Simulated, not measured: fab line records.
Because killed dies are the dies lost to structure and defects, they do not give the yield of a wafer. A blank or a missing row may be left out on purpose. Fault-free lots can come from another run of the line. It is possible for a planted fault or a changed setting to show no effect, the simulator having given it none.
What tool caused it? ; flow sky130 ; 11 lots, 31 wafers sampled, at 5 steps of a route of 708

## WHAT THE GAUGES READ, wafer by wafer
SKY_DNWELL_TW_MEAS_09.
lot;measured;on;DNWELL_TW
L398;day 3 03:12;film-metro-02;1107 1108 1107
L399;day 3 07:34;film-metro-04;1141 1140 1138
L403;day 4 07:12;film-metro-01;1122 1128 1129
L405;day 4 16:43;film-metro-04;1132 1130 1132
L408;day 5 09:35;film-metro-04;1134 1136
L410;day 5 18:44;film-metro-04;1136 1131
L412;day 6 07:01;film-metro-02;1111 1107 1112
L413;day 6 12:40;film-metro-02;1114 1116 1113
L419;day 7 20:15;film-metro-02;1126 1133 1129
L420;day 8 01:38;film-metro-01;1115 1118 1116
L421;day 8 04:50;film-metro-04;1141 1134 1135

SKY_NWELL_TW_MEAS_15.
lot;measured;on;NWELL_TW
L398;day 4 13:01;film-metro-04;1839 1852 1852
L399;day 4 18:23;film-metro-01;1835 1837 1838
L403;day 5 18:11;film-metro-01;1828 1827 1828
L405;day 6 03:47;film-metro-04;1767 1865 1858 1763 1865 1863
L408;day 7 00:07;film-metro-01;1722 1832 1728 1836
L410;day 7 08:43;film-metro-01;1730 1814 1730 1828
L412;day 7 20:14;film-metro-04;1840 1843 1846
L413;day 8 03:49;film-metro-02;1823 1830 1821
L419;day 9 12:44;film-metro-04;1853 1862 1852
L420;day 9 18:09;film-metro-02;1818 1821 1817
L421;day 9 21:04;film-metro-02;1809 1811 1816

SKY_NWELL_RS_MEAS_29: the measuring method here is four-point-probe.
lot;measured;on;NWELL_RS (ohm/sq)
L398;day 5 06:05;film-metro-04;625.9 626.6 627.1
L399;day 5 11:58;film-metro-04;624.0 624.4 624.2
L403;day 6 13:16;film-metro-04;626.7 626.6 627.1
L405;day 6 23:02;film-metro-04;685.4 624.0 622.9 685.5 623.5 623.6
L408;day 7 19:26;film-metro-02;687.9 626.7 687.1 625.9
L410;day 8 03:46;film-metro-04;687.5 623.4 686.4 624.0
L412;day 8 16:13;film-metro-02;627.3 625.4 627.2
L413;day 8 23:25;film-metro-02;626.0 625.1 627.1
L419;day 10 10:01;film-metro-02;625.6 625.1 624.0
L420;day 10 14:55;film-metro-04;622.2 622.9 625.1
L421;day 10 19:14;film-metro-02;627.6 628.5 627.6

## WHAT TOOL EACH LOT RAN ON (gives the tool, then ch and the chambers of the sampled wafers, and finally the start)
lot;SKY_NWELL_IMPLANT_11;SKY_NWELL_STRIP_14
L398;implanter-04 ch 0, day 4 12:29;plasma-asher-01 ch 0,1, day 4 12:55
L399;implanter-01 ch 0, day 4 17:50;plasma-asher-01 ch 0,1, day 4 18:17
L403;implanter-01 ch 0, day 5 17:38;plasma-asher-01 ch 0,1, day 5 18:05
L405;implanter-04 ch 0, day 6 03:16;plasma-asher-04 ch 0,1, day 6 03:41
L408;implanter-04 ch 0, day 6 23:35;plasma-asher-04 ch 0,1, day 7 00:00
L410;implanter-04 ch 0, day 7 08:11;plasma-asher-04 ch 1, day 7 08:37
L412;implanter-03 ch 0, day 7 19:41;plasma-asher-03 ch 0,1, day 7 20:08
L413;implanter-01 ch 0, day 8 03:16;plasma-asher-01 ch 0,1, day 8 03:43
L419;implanter-01 ch 0, day 9 12:11;plasma-asher-01 ch 0,1, day 9 12:38
L420;implanter-03 ch 0, day 9 17:36;plasma-asher-04 ch 0,1, day 9 18:03
L421;implanter-04 ch 0, day 9 20:32;plasma-asher-04 ch 0,1, day 9 20:58
- SKY_NWELL_IMPLANT_11
- SKY_NWELL_STRIP_14: strips in O2/N2.

## AS READ BY THE TOOLS THEMSELVES (means over the sampled wafers that have a number; for cases with no such wafer, the mark the record gives instead)
SKY_NWELL_IMPLANT_11.
lot;tool;beam-on-s (s);dose-ions-cm2;faraday-current-uA
L398;implanter-04;9.95;1.8987e+13;107.5
L399;implanter-01;10.10;1.8986e+13;105.9
L403;implanter-01;10.01;1.9011e+13;107.0
L405;implanter-04;9.70;1.8994e+13;111.5
L408;implanter-04;9.12;1.8970e+13;118.4
L410;implanter-04;9.36;1.8976e+13;115.2
L412;implanter-03;10.06;1.8992e+13;106.6
L413;implanter-01;9.93;1.9007e+13;107.8
L419;implanter-01;10.09;1.8967e+13;106.1
L420;implanter-03;10.02;1.8984e+13;106.8
L421;implanter-04;10.15;1.8981e+13;105.3

SKY_NWELL_STRIP_14.
lot;tool;drypump-motor-current-A (A);oes-product-au (a.u.);strip-time-to-endpoint-s (s)
L398;plasma-asher-01;5.5;0.717;36.87
L399;plasma-asher-01;5.9;0.725;36.96
L403;plasma-asher-01;5.9;0.723;36.89
L405;plasma-asher-04;5.5;0.722;36.91
L408;plasma-asher-04;5.7;0.730;36.95
L410;plasma-asher-04;5.2;0.720;36.83
L412;plasma-asher-03;5.7;0.724;36.95
L413;plasma-asher-01;5.5;0.723;36.88
L419;plasma-asher-01;5.9;0.724;36.93
L420;plasma-asher-04;5.5;0.728;37.02
L421;plasma-asher-04;5.8;0.720;36.96

## THE ANSWER, worked out from the rows above alone
Rule: the usual values come from the lots themselves. The widest of any qualifying gaps counts: lots, ordered by their means at a reading, are off when they make up no more than a third of the lots, leave a main group of 4 or more, and stand apart from it by 3 or more times the standard deviation of that group's means. A main group is skipped when, at the precision printed for the reading in the tables above, its means are all equal. Also off: a lot with no number at a reading for which 4 or more lots have one. The other lots that the step has rows for count as sound. First the gauges in route order, then the tools' own readings, where a lot's mean is used as printed above. The first step at which some lot is off is used, and at that step the reading that is off furthest; a lot without a number counts as furthest.
Off: L405, L408, L410, seen at SKY_NWELL_RS_MEAS_29 (NWELL_RS). For the main group the mean is 625.8 ohm/sq and the standard deviation 1.4.
A tool fits if, at a process step before that reading, it ran every lot that is off, and no sound lot after the first of them. Not tried: the gauges at SKY_NWELL_RS_MEAS_29; whatever is off there is also off at SKY_NWELL_IMPLANT_11, on other tools, and gauge error can't account for it. None of those tried fits.

## WHAT THE SIMULATOR HAD PUT IN
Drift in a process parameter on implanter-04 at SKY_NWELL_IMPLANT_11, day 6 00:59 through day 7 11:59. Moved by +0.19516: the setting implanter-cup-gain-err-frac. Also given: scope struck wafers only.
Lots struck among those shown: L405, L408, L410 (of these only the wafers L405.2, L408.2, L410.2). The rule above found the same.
